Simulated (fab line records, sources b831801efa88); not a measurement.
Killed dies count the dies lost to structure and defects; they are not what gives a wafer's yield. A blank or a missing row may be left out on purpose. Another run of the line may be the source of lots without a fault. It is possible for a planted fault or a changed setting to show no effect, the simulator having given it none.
fab line records	flow sky130
record lots=11	wafers=33	last-day=50
route steps=708 shown METAL3@535 CAPM@538 VIA3@573 PAD_OPEN@708
lots that met no fault: from a run of the same line without faults
start-h: start of the lot's first displayed wafer, in hours after the record's first day	wait-h: how many hours have passed since the lot's step before this one	" identical to the entry in the row above	L1.1+2: a single row standing in for several wafers	- either no value or no given start	* or withheld: withheld	< > ~ a bound
route shown NAME@n: a module of which the file shows steps, and the number in the route of the first	usual: mean/standard deviation of fault-free wafers	same: alike in all rows	chamber/n: place in a boat	sites: each site's reading	_std_site: the values' standard deviation	_edge_site: outer sites' mean less inner sites'	radius-mm: for every site, how far away it sits from the centre of the wafer	mask NAME#n: copy n	behind: the tool/chamber that last shaped the wafer	hold: why the lot went on hold/how many hours it stayed there/how the hold came to an end	device: whichever transistor did not switch (one of n, p or np)	end of line: tests of these same wafers at the route's end	a step given without rows: its recipe and nothing more	killed: count of dies lost to structure and defects at first sort (not the wafer's yield)	map: the dies of a wafer, with x for killed, . for not killed, _ for no die there
set.NAME: the setting as run; set.NAME@STEP: as run at that earlier step	model.NAME: the simulator's own value behind a step, which no gauge read
the route's steps for a sample of lots (tables are steps, rows are wafers)
services: from which hour (start-h, from the record's first day; less than 0 if before it) a tool's chamber was out of use, for how many hours, and why
## steps
# step SKY_METAL3_SPUTTER_03
# recipe material=Ti	target-thk-nm=5	power-w=3000	time-s=3.3	chamber-pressure-pa=0.4
# usual throttle-valve-pct=30.0/1.2
lot.wafer	tool	chamber	start-h	wait-h	throttle-valve-pct
L173.2	pvd-sputter-03	-	865.98	0.0	29.1
L173.3	"	-	"	"	27.8
L173.6	"	-	"	"	28.1
L175.3	pvd-sputter-03	-	888.50	0.0	30.2
L175.4	"	-	"	"	30.3
L175.5	"	-	"	"	30.1
L176.1	pvd-sputter-01	-	898.60	0.0	29.7
L176.4	"	-	"	"	30.2
L176.6	"	-	"	"	29.6
L177.1	pvd-sputter-02	-	898.65	0.0	30.5
L177.4	"	-	"	"	32.9
L177.6	"	-	"	"	30.4
L180.2	pvd-sputter-03	-	911.84	0.0	29.2
L180.5	"	-	"	"	29.0
L180.6	"	-	"	"	27.8
L185.2	pvd-sputter-01	-	938.22	0.0	29.8
L185.3	"	-	"	"	30.3
L185.4	"	-	"	"	29.5
L188.2	pvd-sputter-03	-	959.65	0.0	29.4
L188.3	"	-	"	"	30.5
L188.5	"	-	"	"	29.1
L189.1	pvd-sputter-03	-	963.08	0.0	30.4
L189.3	"	-	"	"	28.0
L189.6	"	-	"	"	30.3
L192.2	pvd-sputter-03	-	985.21	0.0	30.6
L192.3	"	-	"	"	29.2
L192.5	"	-	"	"	28.1
L193.1	pvd-sputter-02	-	998.42	0.0	33.2
L193.3	"	-	"	"	29.7
L193.6	"	-	"	"	32.0
L195.1	pvd-sputter-01	-	1006.14	0.0	29.3
L195.3	"	-	"	"	29.7
L195.4	"	-	"	"	29.6
# step SKY_CAPM_THK_MEAS_01
# recipe reads=SiO2_of_CAPM_CVD_00
# usual CAPM_CVD_00_THK=15.41/0.23
lot.wafer	tool	chamber	start-h	wait-h	CAPM_CVD_00_THK[nm]
L173.2	film-metro-03	-	866.08	-	15.09
L173.3	"	-	"	"	15.46
L173.6	"	-	"	"	15.18
L175.3	film-metro-04	-	888.61	-	15.12
L175.4	"	-	"	"	15.14
L175.5	"	-	"	"	15.21
L176.1	film-metro-04	-	898.69	-	15.15
L176.4	"	-	"	"	15.41
L176.6	"	-	"	"	15.35
L177.1	film-metro-03	-	898.75	-	15.53
L177.4	"	-	"	"	15.59
L177.6	"	-	"	"	15.83
L180.2	film-metro-04	-	911.94	-	15.44
L180.5	"	-	"	"	15.41
L180.6	"	-	"	"	15.87
L185.2	film-metro-01	-	938.32	-	15.20
L185.3	"	-	"	"	15.56
L185.4	"	-	"	"	15.38
L188.2	film-metro-01	-	959.75	-	14.96
L188.3	"	-	"	"	15.10
L188.5	"	-	"	"	15.23
L189.1	film-metro-01	-	963.17	-	15.21
L189.3	"	-	"	"	15.46
L189.6	"	-	"	"	15.22
L192.2	film-metro-01	-	985.31	-	15.50
L192.3	"	-	"	"	15.28
L192.5	"	-	"	"	15.69
L193.1	film-metro-03	-	998.51	-	15.55
L193.3	"	-	"	"	15.37
L193.6	"	-	"	"	15.57
L195.1	film-metro-04	-	1006.24	-	15.25
L195.3	"	-	"	"	15.65
L195.4	"	-	"	"	15.80
# step SKY_METAL3_ETCH_16
# recipe chemistry=N2/H2	target=BARC	ion-energy-ev=200	bias-w=100	pressure-mtorr=30	n2-flow-sccm=100	h2-flow-sccm=200	icp-w=500	stop-on=SiO2	time-s=88.2	target-depth-a=600
# usual bias-w=100.03/0.29	drypump-motor-current-A=5.7/0.38	h2-flow-sccm=199.9/0.62	n2-flow-sccm=99.94/0.29	oes-product-au=0.625/0.0045	throttle-valve-pct=13.205/0.0091
lot.wafer	tool	chamber	start-h	wait-h	bias-w	drypump-motor-current-A	h2-flow-sccm	n2-flow-sccm	oes-product-au	rf-hours-counter-h	throttle-valve-pct
L173.2	rie-metal-03	1	916.80	0.0	99.98	5.6	199.7	99.81	0.626	5	13.208
L173.3	"	0	"	"	99.14	5.3	200.3	99.92	0.629	-	13.212
L173.6	"	1	"	"	99.76	5.6	199.1	99.52	0.626	-	13.200
L175.3	rie-metal-03	1	938.60	0.0	99.96	5.6	200.5	100.55	0.622	-	13.194
L175.4	"	0	"	"	100.39	5.3	199.8	99.91	0.630	-	13.199
L175.5	"	1	"	"	99.90	5.6	201.0	100.31	0.618	-	13.199
L176.1	rie-metal-03	1	947.93	0.0	100.14	5.6	199.6	99.81	0.625	6	13.218
L176.4	"	1	"	"	100.09	5.6	200.1	100.42	0.622	-	13.202
L176.6	"	0	"	"	99.95	5.3	199.5	99.67	0.634	-	13.201
L177.1	rie-metal-03	0	948.85	0.0	99.64	5.3	200.0	99.61	0.635	2	13.195
L177.4	"	0	"	"	99.91	5.3	200.7	99.75	0.626	-	13.203
L177.6	"	0	"	"	99.82	5.3	200.2	100.14	0.635	-	13.214
L180.2	rie-metal-02	1	961.95	0.0	100.27	5.5	200.1	99.65	0.623	2	13.186
L180.5	"	0	"	"	100.61	5.9	198.8	100.26	0.631	-	13.214
L180.6	"	1	"	"	100.20	5.6	199.8	100.12	0.623	-	13.209
L185.2	rie-metal-03	1	986.90	0.0	100.49	5.6	200.5	100.37	0.620	8	13.211
L185.3	"	0	"	"	99.44	5.3	200.0	99.88	0.634	-	13.205
L185.4	"	1	"	"	100.43	5.6	200.5	100.46	0.625	-	13.216
L188.2	rie-metal-01	1	1007.57	0.0	99.93	6.5	200.7	100.23	0.632	18	13.207
L188.3	"	0	"	"	99.89	5.6	199.7	99.72	0.621	-	13.207
L188.5	"	0	"	"	99.94	5.6	199.8	99.72	0.623	-	13.212
L189.1	rie-metal-02	0	1012.03	0.0	100.22	5.9	199.8	100.04	0.628	15	13.212
L189.3	"	1	"	"	100.09	5.5	199.8	99.88	0.632	-	13.215
L189.6	"	0	"	"	100.28	5.9	199.6	99.82	0.624	-	13.201
L192.2	rie-metal-02	1	1032.18	0.0	100.19	5.5	200.0	100.06	0.620	6	13.201
L192.3	"	1	"	"	100.06	5.5	199.2	99.97	0.625	-	13.210
L192.5	"	1	"	"	100.03	5.6	199.9	99.41	0.625	-	13.193
L193.1	rie-metal-01	1	1045.70	0.0	99.77	6.6	200.3	100.15	0.630	20	13.211
L193.3	"	1	"	"	99.82	6.5	199.2	100.01	0.624	-	13.204
L193.6	"	0	"	"	100.05	5.6	200.4	99.85	0.628	-	13.187
L195.1	rie-metal-02	0	1051.33	0.0	100.28	5.9	199.7	100.12	0.627	17	13.208
L195.3	"	0	"	"	100.06	5.9	200.5	99.89	0.630	-	13.212
L195.4	"	1	"	"	99.77	5.6	200.5	99.49	0.627	-	13.201
# step SKY_VIA3_HDPCVD_00
# recipe material=SiO2	target-thk-nm=1635	sigma-open-frac=0.3	time-s=272.5	temp-c=400	sih4-flow-sccm=60	pressure-mtorr=6
# usual run-length-s=300.6/0.5
lot.wafer	tool	chamber	start-h	wait-h	run-length-s
L173.2	hdpcvd-01	2	917.73	0.0	301.1
L173.3	"	1	"	"	300.5
L173.6	"	1	"	"	301.1
L175.3	hdpcvd-02	2	939.46	0.0	300.0
L175.4	"	1	"	"	299.7
L175.5	"	2	"	"	299.6
L176.1	hdpcvd-02	2	948.81	0.0	300.3
L176.4	"	0	"	"	299.9
L176.6	"	1	"	"	299.7
L177.1	hdpcvd-02	1	949.74	0.0	299.8
L177.4	"	0	"	"	300.2
L177.6	"	1	"	"	299.9
L180.2	hdpcvd-01	1	962.84	0.0	301.0
L180.5	"	2	"	"	301.0
L180.6	"	0	"	"	300.5
L185.2	hdpcvd-02	2	987.88	0.0	299.7
L185.3	"	0	"	"	299.9
L185.4	"	1	"	"	300.7
L188.2	hdpcvd-01	2	1008.46	0.0	301.0
L188.3	"	1	"	"	340.8
L188.5	"	2	"	"	300.6
L189.1	hdpcvd-01	2	1012.91	0.0	300.8
L189.3	"	1	"	"	340.4
L189.6	"	1	"	"	340.3
L192.2	hdpcvd-02	2	1033.18	0.0	300.2
L192.3	"	0	"	"	300.0
L192.5	"	0	"	"	300.0
L193.1	hdpcvd-02	1	1046.59	0.0	300.5
L193.3	"	2	"	"	300.2
L193.6	"	1	"	"	299.8
L195.1	hdpcvd-02	0	1052.22	0.0	300.7
L195.3	"	1	"	"	300.0
L195.4	"	1	"	"	299.7
# step SKY_VIA3_THK_MEAS_01
# recipe reads=SiO2_of_VIA3_HDPCVD_00
# usual VIA3_HDPCVD_THK=1640/19
lot.wafer	tool	chamber	start-h	wait-h	hold	VIA3_HDPCVD_THK[nm]
L173.2	film-metro-02	-	917.91	0.1	-	1651
L173.3	"	-	"	"	-	1656
L173.6	"	-	"	"	-	1651
L175.3	film-metro-03	-	939.64	0.1	-	1625
L175.4	"	-	"	"	-	1671
L175.5	"	-	"	"	-	1629
L176.1	film-metro-04	-	948.98	0.1	-	1624
L176.4	"	-	"	"	-	1650
L176.6	"	-	"	"	-	1644
L177.1	film-metro-04	-	949.90	0.1	-	1653
L177.4	"	-	"	"	-	1640
L177.6	"	-	"	"	-	1640
L180.2	film-metro-04	-	963.01	0.1	-	1623
L180.5	"	-	"	"	-	1619
L180.6	"	-	"	"	-	1643
L185.2	film-metro-04	-	988.05	0.1	-	1615
L185.3	"	-	"	"	-	1645
L185.4	"	-	"	"	-	1621
L188.2	film-metro-03	-	1008.64	0.1	await-dispo/0.2h/release	1613
L188.3	"	-	"	"	await-dispo/0.2h/release	1850
L188.5	"	-	"	"	await-dispo/0.2h/release	1605
L188.2	film-metro-03	-	1008.87	0.2	-	1612
L188.3	"	-	"	"	-	1849
L188.5	"	-	"	"	-	1607
L189.1	film-metro-04	-	1013.08	0.1	await-dispo/0.2h/release	1624
L189.3	"	-	"	"	await-dispo/0.2h/release	1884
L189.6	"	-	"	"	await-dispo/0.2h/release	1866
L189.1	film-metro-04	-	1013.31	0.2	-	1623
L189.3	"	-	"	"	-	1883
L189.6	"	-	"	"	-	1865
L192.2	film-metro-04	-	1033.36	0.1	-	1634
L192.3	"	-	"	"	-	1647
L192.5	"	-	"	"	-	1662
L193.1	film-metro-02	-	1046.75	0.1	-	1613
L193.3	"	-	"	"	-	1630
L193.6	"	-	"	"	-	1650
L195.1	film-metro-04	-	1052.39	0.1	-	1657
L195.3	"	-	"	"	-	1635
L195.4	"	-	"	"	-	1643
# step SKY_PAD_OPEN_PROBE_99
# usual defect-limited-yield=82.5/1.7	killed_at_M0_to_M3=43/6.1	killed_at_M4_up=3.5/2	killed-at-contacts=25/5.1	killed-at-front-end=14/4.2	killed-at-other=0.3/0.55	killed-dies=86/8.3	killed-open=46/7.2	killed-short=39/6	sort_bin_3_pad_short=0.9/0.42	sort_bin_5_function=10.3/1.4	sort_bin_6_memory=6.3/1.1	sort-n-pass=406/8.3	sort-yield-pct=82.5/1.7
# same gross-dies=492	killed-at-back-side=0	sort_bin_4_leakage[%]=0	sort_bin_8_speed[%]=0
lot.wafer	tool	chamber	start-h	wait-h	defect-limited-yield[%]	killed_at_M0_to_M3	killed_at_M4_up	killed-at-contacts	killed-at-front-end	killed-at-other	killed-dies	killed-open	killed-short	sort_bin_3_pad_short[%]	sort_bin_5_function[%]	sort_bin_6_memory[%]	sort-n-pass	sort-yield-pct[%]
L177.1	prober-01	-	1115.33	0.1	82.3	38	9	19	20	1	87	46	41	0.8	11.2	5.7	405	82.3
L177.4	prober-01	-	1115.48	0.2	82.9	47	1	19	17	0	84	45	39	1.0	10.2	5.9	408	82.9
L177.6	prober-01	-	1115.58	0.2	83.5	38	1	29	13	0	81	44	36	0.2	10.4	5.9	411	83.5
L185.2	prober-01	-	1147.40	0.1	82.5	39	2	32	12	1	86	48	38	0.8	10.8	5.9	406	82.5
L185.3	prober-01	-	1147.45	0.2	81.7	45	3	25	17	0	90	43	47	0.8	11.6	5.9	402	81.7
L185.4	prober-01	-	1147.50	0.2	82.1	35	5	29	19	0	88	50	38	0.4	9.1	8.3	404	82.1
L193.1	prober-02	-	1190.38	0.1	82.3	49	0	27	10	1	87	50	37	1.0	9.6	7.1	405	82.3
L193.3	prober-02	-	1190.48	0.2	83.9	47	2	18	12	0	79	33	46	1.0	10.0	5.1	413	83.9
L193.6	prober-02	-	1190.63	0.2	83.1	44	1	28	10	0	83	51	32	0.4	10.2	6.3	409	83.1
# killed by level:class
L177.1 VIA1:geometric-particle:open=9 FIELD_ISO:geometric-particle:open=7 METAL1:geometric-particle:short=7 METAL4:geometric-particle:short=7 VIA2:geometric-particle:open=6 LOCAL_INTERCONNECT:geometric-particle:short=5 CONTACT:geometric-particle:open=5 POLY_GATE:geometric-particle:short=4
L177.4 METAL1:geometric-particle:short=12 CONTACT:geometric-particle:open=7 VIA1:geometric-particle:open=7 VIA2:geometric-particle:open=7 VIA3:geometric-particle:open=5 LI_CONTACT:geometric-particle:open=5 FIELD_ISO:geometric-particle:open=4 POLY_GATE:geometric-particle:short=4
L177.6 CONTACT:geometric-particle:open=12 VIA2:geometric-particle:open=7 VIA3:geometric-particle:open=7 POLY_GATE:geometric-particle:open=5 LI_CONTACT:geometric-particle:open=5 METAL1:geometric-particle:short=5 LI_CONTACT:geometric-particle:short=4 VIA1:geometric-particle:open=4
L185.2 VIA1:geometric-particle:open=13 VIA1:geometric-particle:short=9 LI_CONTACT:geometric-particle:open=9 CONTACT:geometric-particle:open=9 CONTACT:geometric-particle:short=6 LOCAL_INTERCONNECT:geometric-particle:short=5 VIA3:geometric-particle:open=4 POLY_GATE:geometric-particle:open=4
L185.3 CONTACT:geometric-particle:open=11 METAL1:geometric-particle:short=9 VIA3:geometric-particle:open=8 CONTACT:geometric-particle:short=6 VIA1:geometric-particle:open=6 METAL2:geometric-particle:short=5 FIELD_ISO:geometric-particle:open=4 FIELD_ISO:geometric-particle:short=4
L185.4 VIA1:geometric-particle:open=12 CONTACT:geometric-particle:open=11 FIELD_ISO:geometric-particle:short=8 LI_CONTACT:geometric-particle:open=8 VIA3:geometric-particle:open=6 POLY_GATE:geometric-particle:short=5 LOCAL_INTERCONNECT:geometric-particle:short=5 VIA2:geometric-particle:short=4
L193.1 VIA1:geometric-particle:open=14 CONTACT:geometric-particle:open=11 VIA2:geometric-particle:open=9 CONTACT:geometric-particle:short=6 METAL1:geometric-particle:short=5 VIA1:geometric-particle:short=5 METAL2:geometric-particle:short=5 LI_CONTACT:geometric-particle:open=4
L193.3 VIA1:geometric-particle:open=10 CONTACT:geometric-particle:short=8 VIA2:geometric-particle:open=8 VIA1:geometric-particle:short=7 METAL2:geometric-particle:short=6 METAL1:geometric-particle:short=5 LI_CONTACT:geometric-particle:open=4 VIA2:geometric-particle:short=4
L193.6 VIA1:geometric-particle:open=14 METAL1:geometric-particle:short=9 VIA3:geometric-particle:open=9 CONTACT:geometric-particle:open=6 LI_CONTACT:geometric-particle:open=6 CONTACT:geometric-particle:short=5 VIA2:geometric-particle:open=4 LI_CONTACT:geometric-particle:short=4
## services
tool	chamber	start-h	hours	kind
pvd-sputter-03	-	865.21	0.6	repair
hdpcvd-02	-	872.97	1.1	repair
pvd-sputter-01	-	887.20	4.6	repair
pvd-sputter-03	0	891.77	-	consumable-replace:kit
pvd-sputter-03	0	891.77	18.0	scheduled-down
pvd-sputter-03	0	891.77	18.0	vent-cycle
pvd-sputter-03	-	939.12	3.3	repair
hdpcvd-02	-	950.25	15.0	pm
hdpcvd-02	0	950.25	15.0	vent-cycle
hdpcvd-02	1	950.25	15.0	vent-cycle
hdpcvd-02	2	950.25	15.0	vent-cycle
hdpcvd-02	0	965.25	-	clean
hdpcvd-02	1	965.25	-	clean
hdpcvd-02	2	965.25	-	clean
rie-metal-03	-	977.28	0.4	repair
pvd-sputter-01	-	978.97	3.1	repair
pvd-sputter-02	-	981.83	1.2	repair
rie-metal-03	-	987.98	0.6	repair
pvd-sputter-03	3	998.59	-	consumable-replace:kit
pvd-sputter-03	3	998.59	18.0	scheduled-down
pvd-sputter-03	-	1003.83	3.1	repair
hdpcvd-02	0	1008.75	2.3	repair
pvd-sputter-02	-	1022.76	20.8	repair
pvd-sputter-02	-	1029.95	13.0	repair
## key
first-sign step=SKY_VIA3_HDPCVD_00	reading=run-length-s	direction=up	sigmas=79	usual=*	struck=*
effect step=SKY_VIA3_THK_MEAS_01	reading=visit	direction=added
effect step=SKY_VIA3_THK_MEAS_01	reading=VIA3_HDPCVD_THK	direction=up	sigmas=12	usual=1640	struck=1867
met-at SKY_VIA3_HDPCVD_00
struck-lots L188,L189
struck-wafers L188.3,L189.3,L189.6
not-acting-at SKY_METAL3_SPUTTER_03,SKY_CAPM_THK_MEAS_01,SKY_METAL3_ETCH_16
onset-between 962.84 1008.46
fault kind=process-parameter-drift	tool=hdpcvd-01	chamber=-	onset-h=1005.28	steps=SKY_VIA3_HDPCVD_00	channel=time-s	offset=*	shape=step	end-h=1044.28	scope=struck-wafers-only	acts-in=*	stated=*
